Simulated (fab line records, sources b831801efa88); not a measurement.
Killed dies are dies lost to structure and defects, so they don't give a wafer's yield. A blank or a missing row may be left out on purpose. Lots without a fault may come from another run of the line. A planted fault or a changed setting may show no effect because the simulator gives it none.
Problem report in the 8D (eight disciplines) form, filled by code | flow gf180mcu | the parts of the form that need people (team, actions taken, sign-off) are left out

1. THE PROBLEM
M1_ALCU_RS at GF_M1_RS_MEAS_05 reads a mean of 0.1045 ohm/sq on 3 wafers of 2 lots; wafers without a fault read 0.0698 ohm/sq with a standard deviation of 0.00092. That is +38 standard deviations from the usual mean.
The step: measures by four-point-probe.
First seen on wafer L819.1, day 17 13:01, on film_metro-04. The record holds 30 wafers of 10 lots with a number at this step. Rule for "out", or "out of limits": more than 4 standard deviations from the usual mean. The other wafers with a number count as sound.

2. WHAT IT IS AND WHAT IT IS NOT
question                    | is                     | is not
which readings at this step | M1_ALCU_RS             | -
which lots                  | L819, L820             | L817, L818, L826, L830, L834, L835, L837, L838
which wafers of those lots  | L819.1, L819.5, L820.5 | L819.2, L820.2, L820.6
read on which gauges        | film_metro-04          | film_metro-02
when                        | from day 17 13:01      | up to then (7 sound wafers); but 20 sound wafers of L820, L826, L830, L834, L835, L837, L838 came after

3. SUSPECTS, AND WHAT RULES EACH OUT
Counting: a tool at a process step up to the reading stays a suspect if it ran every lot that is out. Sound lots after the first of them don't rule it out here, since some wafers of a struck lot are sound.
- the gauge at GF_M1_RS_MEAS_05: ruled out. All the wafers that are out were read on film_metro-04, but those of them that GF_M1_METAL_ETCH_16 has rows for are out there too, on other tools.
- pvd_sputter-03 at GF_M1_SPUTTER_02 (material AlCu, target thk 450 nm, time 23.9 s): kept. It ran every lot that is out, first L819 (day 17 12:55); its last sound lot up to then is L818 (day 17 06:14).
Left after counting: pvd_sputter-03 at GF_M1_SPUTTER_02.

4. THE CAUSE (what the simulator had put in)
Process parameter drift: pvd_sputter-03, from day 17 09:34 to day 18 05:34, at GF_M1_SPUTTER_02. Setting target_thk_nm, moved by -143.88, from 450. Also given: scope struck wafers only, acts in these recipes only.
Counting left only this tool.

5. THE CHAIN OF EFFECTS, in route order
Each row: a reading whose mean over the struck wafers that have a number lies more than 3 standard deviations from the usual. Only readings for which the record gives a usual standard deviation are gone through. hours: the time from each lot's start at the first step in this table that gives one to its start at this step, as a median over the lots. sigmas: the change in usual standard deviations.
hours | step                | reading            | usual         | on struck wafers | change  | sigmas
0     | GF_M1_RS_MEAS_05    | M1_ALCU_RS         | 0.0698 ohm/sq | 0.1045           | +0.0347 | +38
4     | GF_M1_THK_MEAS_06   | M1_ALCU_THK        | 448 nm        | 299              | -149    | -23
24    | GF_M1_METAL_ETCH_16 | oes_product_au     | 0.969 a.u.    | 0.824            | -0.145  | -19
24    | GF_M1_METAL_ETCH_16 | throttle_valve_pct | 28.254 %      | 28.404           | +0.150  | +12
The process steps in it:
- GF_M1_METAL_ETCH_16: etches the open film in Cl2/BCl3, stops on SiO2, target depth 627.5 nm, time 104.6 s.
Later measuring or inspecting steps at which every struck wafer that the step has a row for has a number for every such reading, and none has moved that far: GF_M1_OVL_MEAS_15.

6. WHAT WOULD HAVE CAUGHT IT SOONER
In this record the first reading out of limits at a measuring or inspecting step was taken at day 17 13:01, 3 hours after the fault began at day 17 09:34.
Of the tool readings at GF_M1_SPUTTER_02 for which the record gives a usual standard deviation, none was out on any struck wafer, so an alarm limit of 4 standard deviations on them would not have fired.
Of the lots that are out (2), L820 began GF_M1_SPUTTER_02 on pvd_sputter-03 after day 17 13:01. A hold on the tool at that time would have spared it.
